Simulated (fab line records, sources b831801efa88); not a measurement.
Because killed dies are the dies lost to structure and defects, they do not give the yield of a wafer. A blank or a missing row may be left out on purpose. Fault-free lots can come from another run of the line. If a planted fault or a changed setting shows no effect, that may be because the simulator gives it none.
One fault through the eyes of 2 desks ; flow sky130 ; each desk holds nothing but its own numbers, with what lay behind them at the end

== THE TOOL OWNER'S DESK: litho-track-03 ==
The tool's own readings at SKY_CAP2M_DEVELOP_11 (develop time 60 s): means of the sampled wafers that have a number, for each lot that ran on this tool. The brackets show how far a lot's mean lies from the usual mean; more than 4 standard deviations puts the lot out of limits, marked OUT.
Columns: A = developer-temp-C at SKY_CAP2M_DEVELOP_11, usual 23.00 C; B = resist-line-temp-C at SKY_CAP2M_DEVELOP_11, usual 22.98 C
lot;first seen here;A;B
L754;day 42 04:16;23.06;22.84
L763;day 44 15:18;23.00;23.17
L765;day 45 03:58;22.95;23.00
L766;day 45 13:00;23.16;22.73
Result from this desk: across the 4 lots, nothing is out of limits.

== THE METROLOGY DESK ==
What the gauges read, lot by lot, whatever tool the lot ran on: means of the sampled wafers that have a number. The brackets show how far a lot's mean lies from the usual mean; more than 4 standard deviations puts the lot out of limits, marked OUT.
Columns: A = CAP2M_CVD_00_THK at SKY_CAP2M_THK_MEAS_01, usual 15.51 nm; B = CAP2M_TIN_RS at SKY_CAP2M_RS_MEAS_03, usual 6.86 ohm/sq; C = CAP2M_TIN_THK at SKY_CAP2M_THK_MEAS_04, usual 202.3 nm; D = CAP2M_OVL at SKY_CAP2M_OVL_MEAS_12, usual -0.8 nm
lot;first seen here;A;B;C;D
L753;day 40 15:44;15.29;6.88;200.8;-2.1
L754;day 41 04:59;15.57;6.86;202.7;-0.3
L763;day 43 17:19;15.15;6.84;204.2;0.5
L765;day 44 06:19;15.53;6.75;206.0;-0.4
L766;day 44 16:00;15.40;6.92;199.7;0.4
L770;day 45 12:05;15.74;6.83;203.0;-0.6
L772;day 46 08:19;15.59;6.92;200.1;2.1
Result from this desk: across the 7 lots, nothing is out of limits.

== PUT TOGETHER ==
The desk of the tool owner found nothing out of limits.
The metrology desk saw nothing out of limits.

== WHAT HAD BEEN PUT IN BY THE SIMULATOR ==
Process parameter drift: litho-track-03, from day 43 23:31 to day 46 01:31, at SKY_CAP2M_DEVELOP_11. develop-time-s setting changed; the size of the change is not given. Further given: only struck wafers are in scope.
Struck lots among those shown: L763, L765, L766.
